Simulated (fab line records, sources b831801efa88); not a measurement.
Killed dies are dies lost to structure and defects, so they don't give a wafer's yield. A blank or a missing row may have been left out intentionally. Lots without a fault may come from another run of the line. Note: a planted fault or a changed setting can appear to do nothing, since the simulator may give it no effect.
Split-lot experiment -- flow sky130 -- 5 lots, 23 wafers read, on a route of 708 steps

SPLIT DETAILS
At SKY_PASSIVATION_CVD_02 (deposits Si3N4, target thk 540 nm), the setting rf w was moved away from the recipe's 450 W on 10 of the 23 wafers read, by -11.1% to +10.8%. The other wafers ran this setting at the recipe's value.

There is no step in the file separating the split from the reading.

THE READING
At SKY_PASSIVATION_THK_MEAS_03: PASSIVATION_CVD_02_THK, given in nm. A value of 540 nm with a standard deviation of 6 nm is what fault-free wafers of this fab line usually give.

wafer,"tool, chamber at the split","rf w as run, W",against the recipe,"PASSIVATION_CVD_02_THK, nm",against lot-mates on the recipe
L074.2,"pecvd-03, 0",450,recipe,541,-
L074.3,"pecvd-03, 2",450,recipe,534,-
L074.4,"pecvd-03, 0",450,recipe,551,-
L075.1,"pecvd-02, 0",494.5,+9.9%,547,+11
L075.2,"pecvd-02, 1",450,recipe,535,-
L075.3,"pecvd-02, 2",494.5,+9.9%,554,+18
L075.5,"pecvd-02, 0",494.5,+9.9%,562,+26
L075.6,"pecvd-02, 1",450,recipe,537,-
L080.1,"pecvd-02, 1",450,recipe,536,-
L080.2,"pecvd-02, 2",450,recipe,537,-
L080.3,"pecvd-02, 2",450,recipe,548,-
L080.4,"pecvd-02, 2",491.1,+9.1%,562,+22
L080.5,"pecvd-02, 2",491.1,+9.1%,553,+13
L083.1,"pecvd-02, 1",450,recipe,541,-
L083.2,"pecvd-02, 0",450,recipe,534,-
L083.3,"pecvd-02, 2",399.9,-11.1%,517,-21
L083.5,"pecvd-02, 2",450,recipe,538,-
L083.6,"pecvd-02, 1",399.9,-11.1%,529,-9
L085.1,"pecvd-03, 0",450,recipe,540,-
L085.2,"pecvd-03, 2",450,recipe,541,-
L085.3,"pecvd-03, 1",498.8,+10.8%,558,+18
L085.4,"pecvd-03, 0",498.8,+10.8%,565,+24
L085.6,"pecvd-03, 2",498.8,+10.8%,571,+30

FIT RESULTS
A straight line over all 23 wafers: PASSIVATION_CVD_02_THK changes by +1.8 nm for each +1% of rf w; r = +0.89; the points scatter about the line by 6 nm.
The same after taking each lot's own level away (the mean of its wafers on the recipe; 23 wafers): +1.79 nm for each +1%; r = +0.90; scatter 5.6 nm.
On that fit, the largest move of rf w shifts the reading by 20 nm.
Across the lots, their own levels run from 536.0 to 542.0 nm, a range of 1.0 times the standard deviation given above.
The two slopes agree, so the slope changes little with the lot-to-lot level.
Check: with one of the wafers moved furthest among these (-11.1%) left out of the fit, the line predicts -18 nm for it against its lot-mates. Against them it came out at -20.7 nm.

OTHER SPLITS APPLIED TO THESE WAFERS
Other splits were also applied to these wafers ahead of the reading. Each is held against what the fit with the lots' levels taken away leaves over:
other split on the same wafers,wafers away from the commonest value,r with PASSIVATION_CVD_02_THK (lot level and that fit taken away)
SKY_METAL4_METAL_ETCH_18 time s,11,-0.04
SKY_VIA4_HDPCVD_00 time s,10,+0.27
SKY_VIA4_SOFTBAKE_07 temp c,8,+0.00
SKY_VIA4_CVD_18 temp c,7,+0.09
SKY_METAL5_DEVELOP_13 develop time s,8,+0.43

THE WHOLE CHAIN: every reading that the file lists as answering this split, in the file's order
step,what it does,reading,change (the file's fit),r (the file's)
SKY_PASSIVATION_CVD_02,"deposits Si3N4, target thk 540 nm","Si3N4_of_PASSIVATION_CVD_02.thk nm (the simulator's own value, which no gauge read)",+1.83 nm for each +1% of the setting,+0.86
SKY_PASSIVATION_THK_MEAS_03,,PASSIVATION_CVD_02_THK,+1.81 for each +1% of the setting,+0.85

FILE'S OWN FIT
PASSIVATION_CVD_02_THK changes by +1.81 nm for each +1% of rf w, r = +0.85.
